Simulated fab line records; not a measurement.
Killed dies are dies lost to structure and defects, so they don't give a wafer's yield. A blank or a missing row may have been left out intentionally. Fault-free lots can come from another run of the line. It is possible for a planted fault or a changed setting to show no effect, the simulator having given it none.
Which tool did it? -- flow sky130 -- 12 lots with 36 wafers sampled at 2 steps, on a route of 708 steps

== WHAT THE GAUGES READ, wafer by wafer ==
SKY_VIA1_CD_MEAS_12: target cd 150 nm. Usual: cd-nm reads 150.6 nm (standard deviation 1.8).
lot,measured,on,cd-nm (nm),flag
L697,day 35 15:04,cd-sem-01,150.8 150.7 152.3,
L696,day 35 18:04,cd-sem-01,151.8 152.7 152.2,
L701,day 37 04:34,cd-sem-01,151.1 149.4 150.7,
L702,day 37 05:15,cd-sem-01,149.7 149.3 152.1,
L703,day 37 09:44,cd-sem-02,147.9 149.4 147.7,
L704,day 37 12:10,cd-sem-01,152.3 152.7 153.0,
L705,day 37 20:58,cd-sem-01,150.0 153.6 151.0,
L708,day 38 23:10,cd-sem-01,147.5 147.3 146.7,
L710,day 39 15:50,cd-sem-01,147.4 147.7 147.6,
L709,day 39 20:34,cd-sem-01,148.9 148.7 148.7,
L714,day 40 09:46,cd-sem-01,149.7 150.3 150.9,
L715,day 40 19:58,cd-sem-01,149.7 150.1 150.8,

SKY_VIA1_OVL_MEAS_13. Usual: VIA1_OVL 1 nm, standard deviation 5.
lot,measured,on,VIA1_OVL (nm),flag
L697,day 35 15:11,overlay-02,1 -1 -3,
L696,day 35 18:11,overlay-01,3 3 2,
L701,day 37 04:41,overlay-01,9 12 8,
L702,day 37 05:22,overlay-02,-1 -3 2,
L703,day 37 09:51,overlay-02,-3 3 2,
L704,day 37 12:17,overlay-02,7 9 3,
L705,day 37 21:05,overlay-02,1 1 3,
L708,day 38 23:17,overlay-02,2 3 -3,
L710,day 39 15:56,overlay-02,-2 0 1,
L709,day 39 20:39,overlay-01,2 -5 -5,
L714,day 40 09:53,overlay-01,-2 3 -5,
L715,day 40 20:05,overlay-02,-5 -9 -2,

== WHICH TOOL RAN EACH LOT (tool, then ch and the chambers of the sampled wafers, then the start) ==
There is no process step in the record ahead of these readings.

== AS READ BY THE TOOLS THEMSELVES (means over the sampled wafers that have a number; for cases with no such wafer, the mark the record gives instead) ==
The record holds no such reading with a usual standard deviation.

== THE ANSWER, worked out from the rows above alone ==
Rule: lot off if the mean of its wafers having a number is beyond 3 standard deviations from the usual mean. A lot without any number at a reading at which 4 lots or more have one is off too. Where the step has rows for the other lots, those lots are counted as sound. After the gauges, taken in route order, come the tools' own readings; for these a lot's mean is taken, as printed above. At the first step where some lot is off, the reading lying furthest off is the one used; lots without a number count as furthest.
No lot is off on any of the readings shown, so nothing can be concluded from this.

== WHAT THE SIMULATOR PUT IN ==
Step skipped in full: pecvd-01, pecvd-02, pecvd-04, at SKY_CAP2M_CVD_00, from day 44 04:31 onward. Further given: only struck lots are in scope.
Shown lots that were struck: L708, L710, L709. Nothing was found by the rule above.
